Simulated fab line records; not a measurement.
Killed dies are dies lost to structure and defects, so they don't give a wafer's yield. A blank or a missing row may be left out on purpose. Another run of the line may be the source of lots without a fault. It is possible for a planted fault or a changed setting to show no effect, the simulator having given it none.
fab line records	flow sky130
[record] lots = 6	wafers = 18	last-day = 51
route steps=708 shown DNWELL@41 PWDE@45 NWELL@56 PAD_OPEN@708
lots that met no fault: taken from a fault-free run of the same line
start-h: start of the lot's first displayed wafer, in hours after the record's first day	wait-h: hours since the lot's step before	" same as the row above	L1.1+2: a single row standing in for several wafers	- value missing, or start not given	* or withheld: withheld	< > ~ a bound
route shown NAME@n: a module of which the file shows steps, and the number in the route of the first	usual: mean/standard deviation of fault-free wafers	same: alike in all rows	chamber/n: place in a boat	sites: each site's reading	_std_site: how widely they spread, as a standard deviation	_edge_site: outer sites' mean less inner sites'	radius-mm: how far each site lies from the wafer's centre	mask NAME#n: copy n	behind: the most recent tool/chamber to have shaped the wafer	hold: why the lot was held/for how many hours/how that ended	device: whichever transistor did not switch (one of n, p or np)	end of line: the tests these same wafers got at the end of their route	a step without rows: its recipe alone	killed: at the first sort, the dies lost to defects and structure; wafer yield is something else	map: dies across one wafer; x = killed, . = not, _ = none there
set.NAME: the setting the step ran with; set.NAME@STEP: the setting that earlier step ran with	model.NAME: the simulator's own value behind a step, which no gauge read
lots seen at some steps along the route; tables by step, rows by wafer
services: from which hour (start-h, from the record's first day; less than 0 if before it) a tool's chamber was out of use, for how many hours, and why
[[steps]]
[step SKY_DNWELL_DEVELOP_06]
[recipe] wall-angle-deg = 90	developer = TMAH	develop-time-s = 60	dev-temp-c = 23
[step SKY_DNWELL_IMPLANT_07]
[recipe] species = P	energy-kev = withheld	dose-cm2 = withheld	tilt-deg = withheld
[step SKY_DNWELL_STRIP_08]
[recipe] chemistry = O2/N2	power-w = 1400	pressure-mtorr = 1500	platen-temp-c = withheld	o2-flow-sccm = 3000	n2-flow-sccm = 300	overash-fraction = 0.5
[usual] drypump-motor-current-A = 5.2/0.32	oes-product-au = 0.722/0.0048	strip-time-to-endpoint-s = 36.90/0.098
lot.wafer	tool	chamber	start-h	wait-h	drypump-motor-current-A	oes-product-au	rf-hours-counter-h	strip-time-to-endpoint-s
L300.3	plasma-asher-01	0	51.46	0.1	5.7	0.717	-	36.78
L300.5	"	0	"	"	5.7	0.723	-	36.79
L300.6	"	1	"	"	4.8	0.720	-	36.84
L305.2	plasma-asher-04	1	81.14	0.1	4.8	0.719	40	36.83
L305.5	"	1	"	"	4.8	0.718	-	36.90
L305.6	"	0	"	"	5.2	0.722	-	36.95
L313.3	plasma-asher-02	1	137.79	0.1	5.6	0.719	-	36.94
L313.5	"	1	"	"	5.6	0.722	-	36.93
L313.6	"	0	"	"	5.1	0.724	-	36.82
L314.1	plasma-asher-01	1	138.10	0.1	4.8	0.721	34	36.94
L314.2	"	0	"	"	5.7	0.728	34	36.89
L314.5	"	0	"	"	5.7	0.724	-	36.98
L315.2	plasma-asher-02	0	151.74	0.1	5.1	0.727	3	36.94
L315.5	"	1	"	"	5.6	0.723	-	36.86
L315.6	"	0	"	"	5.1	0.719	-	36.94
L321.1	plasma-asher-02	0	177.29	0.1	5.1	0.733	6	36.87
L321.2	"	1	"	"	5.6	0.714	6	36.86
L321.3	"	1	"	"	5.6	0.729	-	36.80
[step SKY_DNWELL_TW_MEAS_09]
[usual] DNWELL_TW = 1115/7.8
lot.wafer	tool	chamber	start-h	wait-h	DNWELL_TW
L300.3	film-metro-02	-	51.54	0.1	1107
L300.5	"	-	"	"	1111
L300.6	"	-	"	"	1111
L305.2	film-metro-03	-	81.25	0.1	1119
L305.5	"	-	"	"	1114
L305.6	"	-	"	"	1108
L313.3	film-metro-04	-	137.87	0.1	1113
L313.5	"	-	"	"	1115
L313.6	"	-	"	"	1116
L314.1	film-metro-03	-	138.20	0.1	1129
L314.2	"	-	"	"	1128
L314.5	"	-	"	"	1127
L315.2	film-metro-04	-	151.85	0.1	1110
L315.5	"	-	"	"	1110
L315.6	"	-	"	"	1115
L321.1	film-metro-04	-	177.39	0.1	1116
L321.2	"	-	"	"	1112
L321.3	"	-	"	"	1117
[step SKY_PWDE_DEHYDRATE_00]
[recipe] temp-c = 200	time-s = 60
[step SKY_PWDE_HMDS_01]
[recipe] prime-time-s = 60	prime-temp-c = 120
[step SKY_PWDE_COAT_02]
[recipe] spin-rpm = 2000	resist-thk-nm = 3000
[step SKY_PWDE_SOFTBAKE_03]
[recipe] temp-c = 110	time-s = withheld
[step SKY_PWDE_EXPOSE_04]
[recipe] mask-id = PWDEM	na = 0.6	source-shape = conventional	sigma-outer = 0.6	polarization = unpolarized	target-cd-nm = 840	dose-mj = 214
[step SKY_PWDE_PEB_05]
[recipe] temp-c = 115	time-s = withheld
[step SKY_PWDE_DEVELOP_06]
[recipe] wall-angle-deg = 90	developer = TMAH	develop-time-s = 60	dev-temp-c = 23
[step SKY_PWDE_OVL_MEAS_07]
[usual] PWDE_OVL = -0.2/1.4
lot.wafer	tool	chamber	start-h	wait-h	PWDE_OVL[nm]
L300.3	overlay-01	-	66.95	-	-1.6
L300.5	"	-	"	"	0.4
L300.6	"	-	"	"	0.6
L305.2	overlay-01	-	99.89	-	-1.0
L305.5	"	-	"	"	0.8
L305.6	"	-	"	"	-0.6
L313.3	overlay-02	-	155.67	-	1.3
L313.5	"	-	"	"	1.4
L313.6	"	-	"	"	2.5
L314.1	overlay-01	-	156.90	-	2.3
L314.2	"	-	"	"	1.4
L314.5	"	-	"	"	0.8
L315.2	overlay-01	-	172.16	-	1.6
L315.5	"	-	"	"	0.2
L315.6	"	-	"	"	-0.5
L321.1	overlay-02	-	198.30	-	-0.5
L321.2	"	-	"	"	-1.6
L321.3	"	-	"	"	-0.4
[step SKY_PWDE_IMPLANT_08]
[recipe] species = B	energy-kev = 150	dose-cm2 = 3.6e+12	tilt-deg = withheld
[usual] beam-on-s = 10.03/0.2
[same] implant-ion-amu = 11
lot.wafer	tool	chamber	start-h	wait-h	beam-on-s
L300.3	implanter-02	0	67.02	0.1	10.50
L300.5	"	0	"	"	10.08
L300.6	"	0	"	"	10.01
L305.2	implanter-04	0	99.95	0.0	9.85
L305.5	"	0	"	"	10.07
L305.6	"	0	"	"	10.03
L313.3	implanter-02	0	155.74	0.1	9.95
L313.5	"	0	"	"	10.05
L313.6	"	0	"	"	10.10
L314.1	implanter-02	0	156.94	0.0	10.06
L314.2	"	0	"	"	10.36
L314.5	"	0	"	"	9.92
L315.2	implanter-04	0	172.22	0.0	10.03
L315.5	"	0	"	"	10.14
L315.6	"	0	"	"	9.62
L321.1	implanter-03	0	198.34	0.0	9.96
L321.2	"	0	"	"	9.98
L321.3	"	0	"	"	9.73
[step SKY_PWDE_STRIP_09]
[recipe] chemistry = O2/N2	power-w = 1400	pressure-mtorr = 1500	platen-temp-c = withheld	o2-flow-sccm = 3000	n2-flow-sccm = 300	overash-fraction = 0.5
[usual] drypump-motor-current-A = 5.5/0.46	oes-product-au = 0.723/0.0045	strip-time-to-endpoint-s = 36.88/0.11
lot.wafer	tool	chamber	start-h	wait-h	drypump-motor-current-A	oes-product-au	rf-hours-counter-h	strip-time-to-endpoint-s
L300.3	plasma-asher-02	0	67.16	0.1	5.1	0.720	-	36.99
L300.5	"	0	"	"	5.1	0.715	-	36.85
L300.6	"	1	"	"	5.6	0.727	-	36.93
L305.2	plasma-asher-02	1	100.07	0.1	5.6	0.719	38	36.90
L305.5	"	1	"	"	5.6	0.723	-	36.81
L305.6	"	0	"	"	5.1	0.724	-	36.82
L313.3	plasma-asher-02	1	155.87	0.1	5.6	0.724	-	36.95
L313.5	"	0	"	"	5.1	0.723	-	37.03
L313.6	"	1	"	"	5.6	0.722	-	36.96
L314.1	plasma-asher-01	0	157.09	0.1	5.7	0.723	36	37.07
L314.2	"	1	"	"	4.8	0.728	36	37.17
L314.5	"	0	"	"	5.7	0.717	-	37.07
L315.2	plasma-asher-01	0	172.34	0.1	5.7	0.728	37	36.81
L315.5	"	0	"	"	5.7	0.727	-	36.85
L315.6	"	1	"	"	4.8	0.723	-	36.84
L321.1	plasma-asher-03	1	198.49	0.1	5.8	0.719	49	36.79
L321.2	"	0	"	"	6.3	0.722	49	36.88
L321.3	"	0	"	"	6.3	0.714	-	36.89
[step SKY_PWDE_TW_MEAS_10]
[usual] PWDE_TW = 375/3.1
lot.wafer	tool	chamber	start-h	wait-h	PWDE_TW
L300.3	film-metro-02	-	67.24	0.1	370
L300.5	"	-	"	"	369
L300.6	"	-	"	"	370
L305.2	film-metro-04	-	100.18	0.1	375
L305.5	"	-	"	"	374
L305.6	"	-	"	"	376
L313.3	film-metro-03	-	155.96	0.1	379
L313.5	"	-	"	"	369
L313.6	"	-	"	"	369
L314.1	film-metro-04	-	157.19	0.1	375
L314.2	"	-	"	"	377
L314.5	"	-	"	"	367
L315.2	film-metro-03	-	172.45	0.1	377
L315.5	"	-	"	"	376
L315.6	"	-	"	"	377
L321.1	film-metro-04	-	198.59	0.1	374
L321.2	"	-	"	"	375
L321.3	"	-	"	"	375
[step SKY_NWELL_DEHYDRATE_03]
[recipe] temp-c = 200	time-s = 60
[step SKY_NWELL_HMDS_04]
[recipe] prime-time-s = 60	prime-temp-c = 120
[step SKY_NWELL_COAT_05]
[recipe] spin-rpm = 2000	resist-thk-nm = 3000
[step SKY_NWELL_SOFTBAKE_06]
[recipe] temp-c = 110	time-s = withheld
[step SKY_NWELL_EXPOSE_07]
[recipe] mask-id = NWM	na = 0.6	source-shape = conventional	sigma-outer = 0.6	polarization = unpolarized	target-cd-nm = 840	dose-mj = 255
[step SKY_NWELL_PEB_08]
[recipe] temp-c = 115	time-s = withheld
[step SKY_NWELL_DEVELOP_09]
[recipe] wall-angle-deg = 90	developer = TMAH	develop-time-s = 60	dev-temp-c = 23
[step SKY_NWELL_OVL_MEAS_10]
[usual] NWELL_00_OVL = -0.6/1.2
lot.wafer	tool	chamber	start-h	wait-h	NWELL_00_OVL[nm]
L300.3	overlay-01	-	84.83	-	-0.9
L300.5	"	-	"	"	-2.3
L300.6	"	-	"	"	0.3
L305.2	overlay-02	-	117.68	-	-0.7
L305.5	"	-	"	"	-0.8
L305.6	"	-	"	"	-0.9
L313.3	overlay-02	-	176.32	-	0.4
L313.5	"	-	"	"	-0.6
L313.6	"	-	"	"	-2.2
L314.1	overlay-02	-	177.77	-	0.0
L314.2	"	-	"	"	-2.9
L314.5	"	-	"	"	-0.9
L315.2	overlay-01	-	192.53	-	-0.8
L315.5	"	-	"	"	0.0
L315.6	"	-	"	"	0.3
L321.1	overlay-01	-	220.00	-	-0.3
L321.2	"	-	"	"	0.5
L321.3	"	-	"	"	0.1
[step SKY_NWELL_IMPLANT_11]
[recipe] species = P	energy-kev = 400	dose-cm2 = 1.9e+13	tilt-deg = withheld
[step SKY_NWELL_IMPLANT_12]
[recipe] species = P	energy-kev = 120	dose-cm2 = 1.3e+12	tilt-deg = withheld
[step SKY_NWELL_IMPLANT_13]
[recipe] species = P	energy-kev = 50	dose-cm2 = 7e+11	tilt-deg = withheld
[step SKY_NWELL_STRIP_14]
[recipe] chemistry = O2/N2	power-w = 1400	pressure-mtorr = 1500	platen-temp-c = withheld	o2-flow-sccm = 3000	n2-flow-sccm = 300	overash-fraction = 0.5
[usual] drypump-motor-current-A = 5.6/0.55	oes-product-au = 0.723/0.0039	strip-time-to-endpoint-s = 36.92/0.12
lot.wafer	tool	chamber	start-h	wait-h	drypump-motor-current-A	oes-product-au	rf-hours-counter-h	strip-time-to-endpoint-s
L300.3	plasma-asher-03	1	85.34	0.1	5.8	0.725	-	36.92
L300.5	"	1	"	"	5.8	0.729	-	37.00
L300.6	"	0	"	"	6.4	0.722	-	36.90
L305.2	plasma-asher-03	1	118.16	0.1	5.8	0.726	41	36.93
L305.5	"	1	"	"	5.8	0.725	-	36.96
L305.6	"	0	"	"	6.3	0.723	-	36.97
L313.3	plasma-asher-03	0	176.82	0.1	6.3	0.723	-	37.11
L313.5	"	0	"	"	6.4	0.723	-	37.03
L313.6	"	1	"	"	5.8	0.720	-	37.10
L314.1	plasma-asher-03	0	178.26	0.1	6.3	0.716	47	36.81
L314.2	"	1	"	"	5.8	0.725	47	37.00
L314.5	"	0	"	"	6.3	0.724	-	36.95
L315.2	plasma-asher-03	0	193.01	0.1	6.3	0.714	49	37.10
L315.5	"	0	"	"	6.3	0.720	-	37.01
L315.6	"	1	"	"	5.8	0.725	-	36.91
L321.1	plasma-asher-03	0	220.49	0.1	6.3	0.724	52	36.78
L321.2	"	1	"	"	5.8	0.721	52	36.74
L321.3	"	0	"	"	6.3	0.724	-	36.64
[step SKY_NWELL_TW_MEAS_15]
[usual] NWELL_TW = 1820/15
lot.wafer	tool	chamber	start-h	wait-h	NWELL_TW
L300.3	film-metro-02	-	85.43	0.1	1797
L300.5	"	-	"	"	1799
L300.6	"	-	"	"	1810
L305.2	film-metro-04	-	118.27	0.1	1821
L305.5	"	-	"	"	1830
L305.6	"	-	"	"	1838
L313.3	film-metro-04	-	176.91	0.1	1828
L313.5	"	-	"	"	1832
L313.6	"	-	"	"	1827
L314.1	film-metro-02	-	178.36	0.1	1804
L314.2	"	-	"	"	1788
L314.5	"	-	"	"	1794
L315.2	film-metro-02	-	193.12	0.1	1809
L315.5	"	-	"	"	1806
L315.6	"	-	"	"	1812
L321.1	film-metro-02	-	220.59	0.1	1800
L321.2	"	-	"	"	1814
L321.3	"	-	"	"	1796
[step SKY_NWELL_DEHYDRATE_16]
[recipe] temp-c = 200	time-s = 60
[step SKY_NWELL_HMDS_17]
[recipe] prime-time-s = 60	prime-temp-c = 120
[step SKY_NWELL_COAT_18]
[recipe] spin-rpm = 2000	resist-thk-nm = 3000
[step SKY_NWELL_SOFTBAKE_19]
[recipe] temp-c = 110	time-s = withheld
[step SKY_NWELL_EXPOSE_20]
[recipe] mask-id = NWM_COMPLEMENT	na = 0.6	source-shape = conventional	sigma-outer = 0.6	polarization = unpolarized	target-cd-nm = 840	dose-mj = 260
[step SKY_NWELL_PEB_21]
[recipe] temp-c = 115	time-s = withheld
[step SKY_NWELL_DEVELOP_22]
[recipe] wall-angle-deg = 90	developer = TMAH	develop-time-s = 60	dev-temp-c = 23
[step SKY_NWELL_OVL_MEAS_23]
[usual] NWELL_01_OVL = -0.3/1.4
lot.wafer	tool	chamber	start-h	wait-h	NWELL_01_OVL[nm]
L300.3	overlay-02	-	103.03	-	2.5
L300.5	"	-	"	"	-0.3
L300.6	"	-	"	"	1.4
L305.2	overlay-01	-	135.46	-	0.4
L305.5	"	-	"	"	1.4
L305.6	"	-	"	"	1.4
L313.3	overlay-01	-	197.83	-	0.9
L313.5	"	-	"	"	1.0
L313.6	"	-	"	"	2.1
L314.1	overlay-02	-	199.60	-	-1.4
L314.2	"	-	"	"	-2.2
L314.5	"	-	"	"	0.4
L315.2	overlay-01	-	214.68	-	0.2
L315.5	"	-	"	"	0.5
L315.6	"	-	"	"	-0.8
L321.1	overlay-02	-	242.63	-	0.7
L321.2	"	-	"	"	-0.7
L321.3	"	-	"	"	-2.0
[step SKY_NWELL_IMPLANT_24]
[recipe] species = B	energy-kev = 140	dose-cm2 = 9.2e+12	tilt-deg = withheld
[step SKY_NWELL_STRIP_25]
[recipe] chemistry = O2/N2	power-w = 1400	pressure-mtorr = 1500	platen-temp-c = withheld	o2-flow-sccm = 3000	n2-flow-sccm = 300	overash-fraction = 0.5
[usual] drypump-motor-current-A = 5.5/0.54	oes-product-au = 0.722/0.0045	strip-time-to-endpoint-s = 36.90/0.1
lot.wafer	tool	chamber	start-h	wait-h	drypump-motor-current-A	oes-product-au	rf-hours-counter-h	strip-time-to-endpoint-s
L300.3	plasma-asher-04	1	103.24	0.1	4.9	0.724	-	36.95
L300.5	"	1	"	"	4.9	0.721	-	37.05
L300.6	"	0	"	"	5.2	0.727	-	36.95
L305.2	plasma-asher-03	1	135.64	0.1	5.8	0.722	43	36.92
L305.5	"	0	"	"	6.3	0.719	-	36.88
L305.6	"	1	"	"	5.8	0.718	-	36.82
L313.3	plasma-asher-04	0	198.04	0.1	5.2	0.716	-	36.81
L313.5	"	0	"	"	5.2	0.729	-	36.74
L313.6	"	1	"	"	4.9	0.721	-	36.83
L314.1	plasma-asher-04	1	199.79	0.1	4.9	0.727	52	37.01
L314.2	"	0	"	"	5.2	0.719	52	37.02
L314.5	"	1	"	"	4.9	0.720	-	36.88
L315.2	plasma-asher-01	0	214.86	0.1	5.7	0.724	41	36.82
L315.5	"	1	"	"	4.8	0.722	-	36.95
L315.6	"	0	"	"	5.7	0.718	-	37.04
L321.1	plasma-asher-03	1	242.81	0.1	5.8	0.718	53	36.93
L321.2	"	0	"	"	6.3	0.717	53	36.98
L321.3	"	1	"	"	5.8	0.718	-	36.92
[step SKY_NWELL_TW_MEAS_26]
[usual] NWELL_2_TW = 496/3.9
lot.wafer	tool	chamber	start-h	wait-h	NWELL_2_TW
L300.3	film-metro-02	-	103.33	0.1	497
L300.5	"	-	"	"	495
L300.6	"	-	"	"	494
L305.2	film-metro-04	-	135.75	0.1	499
L305.5	"	-	"	"	497
L305.6	"	-	"	"	498
L313.3	film-metro-04	-	198.13	0.1	498
L313.5	"	-	"	"	496
L313.6	"	-	"	"	497
L314.1	film-metro-02	-	199.89	0.1	492
L314.2	"	-	"	"	493
L314.5	"	-	"	"	491
L315.2	film-metro-03	-	214.97	0.1	500
L315.5	"	-	"	"	499
L315.6	"	-	"	"	502
L321.1	film-metro-02	-	242.91	0.1	493
L321.2	"	-	"	"	492
L321.3	"	-	"	"	495
[step SKY_NWELL_CLEAN_27]
[recipe] chemistry = SC1/SC2	mix = 1:4:20	temp-c = 70	time-s = 150	dry = n2-spin
[step SKY_NWELL_RTA_28]
[recipe] temp-c = 1050	time-s = 30	idle-temp-c = 650	ramp-up-c-per-s = 150	ramp-down-c-per-s = 90	ambient = N2
[usual] lamp-power-pct = 25.30/0.053	wafer_temp_C_max = 1054.7/0.89
[same] time-s = 30
lot.wafer	tool	chamber	start-h	wait-h	lamp-power-pct	wafer_temp_C_max
L300.3	rtp-anneal-02	0	103.46	0.0	25.40	1054.1
L300.5	"	0	"	"	25.32	1057.5
L300.6	"	0	"	"	25.43	1054.3
L305.2	rtp-anneal-01	0	135.87	0.0	25.33	1054.2
L305.5	"	0	"	"	25.30	1054.1
L305.6	"	0	"	"	25.25	1054.0
L313.3	rtp-anneal-02	0	198.25	0.0	25.34	1054.7
L313.5	"	0	"	"	25.19	1055.1
L313.6	"	0	"	"	25.39	1054.7
L314.1	rtp-anneal-02	0	200.01	0.0	25.29	1054.8
L314.2	"	0	"	"	25.32	1054.4
L314.5	"	0	"	"	25.22	1053.7
L315.2	rtp-anneal-02	0	215.08	0.0	25.25	1055.1
L315.5	"	0	"	"	25.32	1054.5
L315.6	"	0	"	"	25.33	1054.4
L321.1	rtp-anneal-01	0	243.02	0.0	25.34	1054.7
L321.2	"	0	"	"	25.28	1054.7
L321.3	"	0	"	"	25.35	1054.6
[step SKY_NWELL_RS_MEAS_29]
[recipe] thk-meas-gauge = four-point-probe
[usual] NWELL_RS = 624.4/1.8
lot.wafer	tool	chamber	start-h	wait-h	NWELL_RS[ohm/sq]
L300.3	film-metro-03	-	103.56	0.1	624.1
L300.5	"	-	"	"	625.5
L300.6	"	-	"	"	623.9
L305.2	film-metro-02	-	135.97	0.1	624.0
L305.5	"	-	"	"	623.6
L305.6	"	-	"	"	623.6
L313.3	film-metro-03	-	198.36	0.1	623.5
L313.5	"	-	"	"	622.5
L313.6	"	-	"	"	623.3
L314.1	film-metro-03	-	200.11	0.1	624.8
L314.2	"	-	"	"	626.3
L314.5	"	-	"	"	625.4
L315.2	film-metro-04	-	215.19	0.1	622.8
L315.5	"	-	"	"	625.2
L315.6	"	-	"	"	623.0
L321.1	film-metro-03	-	243.12	0.1	625.0
L321.2	"	-	"	"	624.8
L321.3	"	-	"	"	624.1
[step SKY_NWELL_RS_MEAS_31]
[recipe] thk-meas-gauge = four-point-probe
[usual] PWDE_RS = 5277/15
lot.wafer	tool	chamber	start-h	wait-h	PWDE_RS[ohm/sq]
L300.3	film-metro-03	-	103.80	0.1	5286
L300.5	"	-	"	"	5263
L300.6	"	-	"	"	5266
L305.2	film-metro-02	-	136.21	0.1	5250
L305.5	"	-	"	"	5245
L305.6	"	-	"	"	5233
L313.3	film-metro-03	-	198.60	0.1	5297
L313.5	"	-	"	"	5619
L313.6	"	-	"	"	5629
L314.1	film-metro-03	-	200.35	0.1	5271
L314.2	"	-	"	"	5279
L314.5	"	-	"	"	5604
L315.2	film-metro-04	-	215.43	0.1	5289
L315.5	"	-	"	"	5283
L315.6	"	-	"	"	5305
L321.1	film-metro-03	-	243.36	0.1	5262
L321.2	"	-	"	"	5268
L321.3	"	-	"	"	5258
[step SKY_PAD_OPEN_PROBE_99]
[usual] killed_at_M0_to_M3 = 44/7.4	killed_at_M4_up = 3.1/1.8	killed-at-contacts = 25/6	killed-at-front-end = 15/4.4	killed-at-other = 0.3/0.49	killed-dies = 88/10	killed-open = 48/7.4	killed-short = 39/6.3
[same] gross-dies = 492	killed-at-back-side = 0
lot.wafer	tool	chamber	start-h	wait-h	killed_at_M0_to_M3	killed_at_M4_up	killed-at-contacts	killed-at-front-end	killed-at-other	killed-dies	killed-open	killed-short	model.etest.res_p_drift_20v.line-ohm-um	model.etest.res_p_drift_20v.rs-ohm-sq	model.etest.res-pwde-under-gate.rs-ohm-sq
L300.3	prober-02	-	1078.62	0.2	47	4	24	16	0	91	51	40	1.042e+04	8677	6253
L300.5	prober-02	-	1078.72	0.2	46	1	17	20	1	85	46	39	1.059e+04	8811	6250
L300.6	prober-02	-	1078.77	0.2	34	2	19	9	0	64	30	34	1.048e+04	8837	6269
L305.2	prober-02	-	1113.22	0.1	47	4	10	17	0	78	48	30	1.16e+04	9702	6138
L305.5	prober-02	-	1113.37	0.2	57	1	25	9	1	93	49	43	1.123e+04	9338	6080
L305.6	prober-02	-	1113.42	0.2	43	2	35	12	0	92	53	39	1.115e+04	9335	6127
L313.3	prober-01	-	1171.27	0.2	54	1	27	16	0	98	55	43	1.176e+04	1.002e+04	6088
L313.5	prober-01	-	1171.37	0.2	47	3	18	18	0	86	48	37	1.422e+04	1.199e+04	7011
L313.6	prober-01	-	1171.42	0.2	34	4	33	11	1	83	46	36	1.388e+04	1.156e+04	6964
L314.1	prober-02	-	1178.30	0.1	49	5	19	9	0	82	51	31	1.18e+04	9839	6242
L314.2	prober-02	-	1178.35	0.1	44	3	27	17	0	91	41	50	1.144e+04	9483	6237
L314.5	prober-02	-	1178.50	0.2	35	2	14	18	0	69	32	37	1.292e+04	1.076e+04	7167
L315.2	prober-01	-	1184.70	0.1	31	6	22	19	0	78	44	34	1.136e+04	9436	6094
L315.5	prober-01	-	1184.85	0.2	35	1	26	20	0	82	47	35	1.146e+04	9444	6107
L315.6	prober-01	-	1184.90	0.2	50	2	17	15	0	84	47	37	1.098e+04	9254	6120
L321.1	prober-02	-	1213.25	0.1	36	2	26	17	1	82	41	41	9627	8219	6127
L321.2	prober-02	-	1213.30	0.1	41	4	24	8	2	79	41	38	9701	8046	6110
L321.3	prober-02	-	1213.35	0.2	31	2	15	20	0	68	35	33	9755	8147	6142
// killed by level:class
L300.3 VIA3:geometric-particle:open=11 VIA1:geometric-particle:open=11 CONTACT:geometric-particle:open=7 LI_CONTACT:geometric-particle:open=6 LI_CONTACT:geometric-particle:short=5 VIA2:geometric-particle:open=5 FIELD_ISO:geometric-particle:short=4 METAL1:geometric-particle:short=4
L300.5 METAL1:geometric-particle:short=10 VIA1:geometric-particle:open=10 FIELD_ISO:geometric-particle:short=8 CONTACT:geometric-particle:open=8 VIA2:geometric-particle:open=7 POLY_GATE:geometric-particle:open=5 VIA2:geometric-particle:short=4 METAL2:geometric-particle:short=4
L300.6 LI_CONTACT:geometric-particle:open=8 VIA3:geometric-particle:open=6 METAL1:geometric-particle:short=5 CONTACT:geometric-particle:open=5 VIA2:geometric-particle:short=5 METAL3:geometric-particle:short=4 FIELD_ISO:geometric-particle:short=3 CONTACT:geometric-particle:short=3
L305.2 VIA1:geometric-particle:open=11 VIA3:geometric-particle:open=9 FIELD_ISO:geometric-particle:open=6 METAL2:geometric-particle:short=6 FIELD_ISO:geometric-particle:short=5 POLY_GATE:geometric-particle:open=5 VIA2:geometric-particle:open=5 LI_CONTACT:geometric-particle:open=4
L305.5 VIA1:geometric-particle:open=16 VIA2:geometric-particle:open=10 CONTACT:geometric-particle:open=9 METAL2:geometric-particle:short=7 VIA1:geometric-particle:short=6 LI_CONTACT:geometric-particle:open=5 VIA2:geometric-particle:short=5 LI_CONTACT:geometric-particle:short=4
L305.6 LI_CONTACT:geometric-particle:open=14 VIA3:geometric-particle:open=11 CONTACT:geometric-particle:open=7 VIA1:geometric-particle:open=5 CONTACT:geometric-particle:short=5 VIA2:geometric-particle:open=5 FIELD_ISO:geometric-particle:open=4 LI_CONTACT:geometric-particle:short=4
L313.3 CONTACT:geometric-particle:open=13 VIA1:geometric-particle:open=12 VIA1:geometric-particle:short=8 METAL1:geometric-particle:short=6 LI_CONTACT:geometric-particle:open=6 POLY_GATE:geometric-particle:open=5 LI_CONTACT:geometric-particle:short=5 METAL2:geometric-particle:short=5
L313.5 VIA1:geometric-particle:open=12 CONTACT:geometric-particle:open=9 METAL1:geometric-particle:short=6 VIA2:geometric-particle:open=6 VIA1:geometric-particle:short=6 FIELD_ISO:geometric-particle:short=5 CONTACT:geometric-particle:short=5 METAL2:geometric-particle:short=5
L313.6 CONTACT:geometric-particle:open=11 VIA1:geometric-particle:open=10 CONTACT:geometric-particle:short=8 LI_CONTACT:geometric-particle:open=7 POLY_GATE:geometric-particle:short=5 VIA3:geometric-particle:short=5 VIA3:geometric-particle:open=4 POLY_CUT:geometric-particle:open=3
L314.1 VIA2:geometric-particle:open=10 VIA1:geometric-particle:open=9 VIA3:geometric-particle:open=8 LI_CONTACT:geometric-particle:open=7 METAL3:geometric-particle:short=4 POLY_GATE:geometric-particle:open=4 METAL2:geometric-particle:short=4 CONTACT:geometric-particle:short=4
L314.2 LI_CONTACT:geometric-particle:open=10 CONTACT:geometric-particle:open=9 VIA1:geometric-particle:open=8 POLY_GATE:geometric-particle:short=7 METAL1:geometric-particle:short=6 VIA3:geometric-particle:short=6 METAL2:geometric-particle:short=6 FIELD_ISO:geometric-particle:short=5
L314.5 FIELD_ISO:geometric-particle:short=7 VIA2:geometric-particle:open=7 METAL1:geometric-particle:short=7 VIA1:geometric-particle:open=5 CONTACT:geometric-particle:open=5 METAL3:geometric-particle:short=5 LI_CONTACT:geometric-particle:short=3 POLY_GATE:geometric-particle:short=3
L315.2 FIELD_ISO:geometric-particle:short=7 LI_CONTACT:geometric-particle:open=7 CONTACT:geometric-particle:open=7 FIELD_ISO:geometric-particle:open=6 VIA3:geometric-particle:open=6 LI_CONTACT:geometric-particle:short=5 VIA1:geometric-particle:open=5 VIA2:geometric-particle:open=5
L315.5 CONTACT:geometric-particle:open=9 VIA2:geometric-particle:open=8 FIELD_ISO:geometric-particle:short=7 LI_CONTACT:geometric-particle:open=7 LI_CONTACT:geometric-particle:short=6 POLY_GATE:geometric-particle:open=6 VIA1:geometric-particle:open=6 METAL2:geometric-particle:short=6
L315.6 VIA1:geometric-particle:open=11 VIA2:geometric-particle:open=11 CONTACT:geometric-particle:open=9 VIA1:geometric-particle:short=8 METAL1:geometric-particle:short=6 FIELD_ISO:geometric-particle:short=5 LI_CONTACT:geometric-particle:open=4 VIA3:geometric-particle:open=4
L321.1 LI_CONTACT:geometric-particle:open=8 VIA2:geometric-particle:open=8 CONTACT:geometric-particle:open=7 VIA1:geometric-particle:open=7 METAL2:geometric-particle:short=6 FIELD_ISO:geometric-particle:short=5 POLY_GATE:geometric-particle:short=5 FIELD_ISO:geometric-particle:open=4
L321.2 CONTACT:geometric-particle:open=8 VIA1:geometric-particle:open=8 LI_CONTACT:geometric-particle:open=6 CONTACT:geometric-particle:short=6 VIA2:geometric-particle:open=6 METAL2:geometric-particle:short=6 VIA1:geometric-particle:short=5 VIA3:geometric-particle:open=5
L321.3 METAL2:geometric-particle:short=7 FIELD_ISO:geometric-particle:open=6 VIA2:geometric-particle:open=6 LI_CONTACT:geometric-particle:open=5 CONTACT:geometric-particle:open=5 POLY_GATE:geometric-particle:short=4 VIA1:geometric-particle:open=4 FIELD_ISO:geometric-particle:short=3
[[services]]
tool	chamber	start-h	hours	kind
plasma-asher-02	-	108.75	9.0	pm
plasma-asher-02	0	108.75	9.0	vent-cycle
implanter-03	-	123.27	5.1	repair
implanter-03	-	141.47	2.1	repair
plasma-asher-02	-	143.17	2.8	pm
plasma-asher-02	-	150.65	0.6	repair
plasma-asher-04	-	154.32	3.3	repair
implanter-04	-	174.49	5.6	pm
implanter-04	-	182.99	5.7	repair
implanter-04	-	185.94	1.0	repair
implanter-04	-	190.07	1.7	repair
implanter-02	-	197.27	27.1	repair
implanter-02	-	197.61	2.2	repair
rtp-anneal-01	-	207.97	0.8	pm
implanter-04	-	208.75	2.8	repair
implanter-04	-	215.03	2.5	repair
rtp-anneal-02	-	221.62	5.8	pm
implanter-02	-	224.42	10.7	pm
implanter-04	-	228.86	5.2	repair
plasma-asher-04	-	231.91	2.8	repair
plasma-asher-03	-	232.14	2.8	pm
implanter-04	-	233.69	3.2	repair
implanter-02	-	235.16	17.5	pm
implanter-02	-	239.64	1.3	repair
[[key]]
[first-sign] step = SKY_PWDE_TW_MEAS_10	reading = PWDE_TW	direction = down	sigmas = 2.2	usual = 375	struck = 368
[effect] step = SKY_NWELL_RS_MEAS_31	reading = PWDE_RS	direction = up	sigmas = 22	usual = 5277	struck = 5617
[model-effect] step = SKY_PAD_OPEN_PROBE_99	value = etest.res_p_drift_20v.line-ohm-um	without = 1.196e+04	struck = 1.367e+04
met-at SKY_PWDE_IMPLANT_08
struck-wafers L313.5,L313.6,L314.5
tester-left-out L313,L314
onset-between 67.02 155.74
[fault] kind = process-parameter-drift	tool = implanter-02	chamber = -	onset-h = 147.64	steps = SKY_PWDE_IMPLANT_08	channel = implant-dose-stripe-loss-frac	offset = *	shape = step	end-h = 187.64	scope = struck-wafers-only
// tester-left-out: of these lots the tester's yield and bins aren't shown, on N5 and GAA mostly nor the transistor test; their killed dies are dies lost to structure and defects alone, not to doping, threshold or leakage, so they don't give the yield
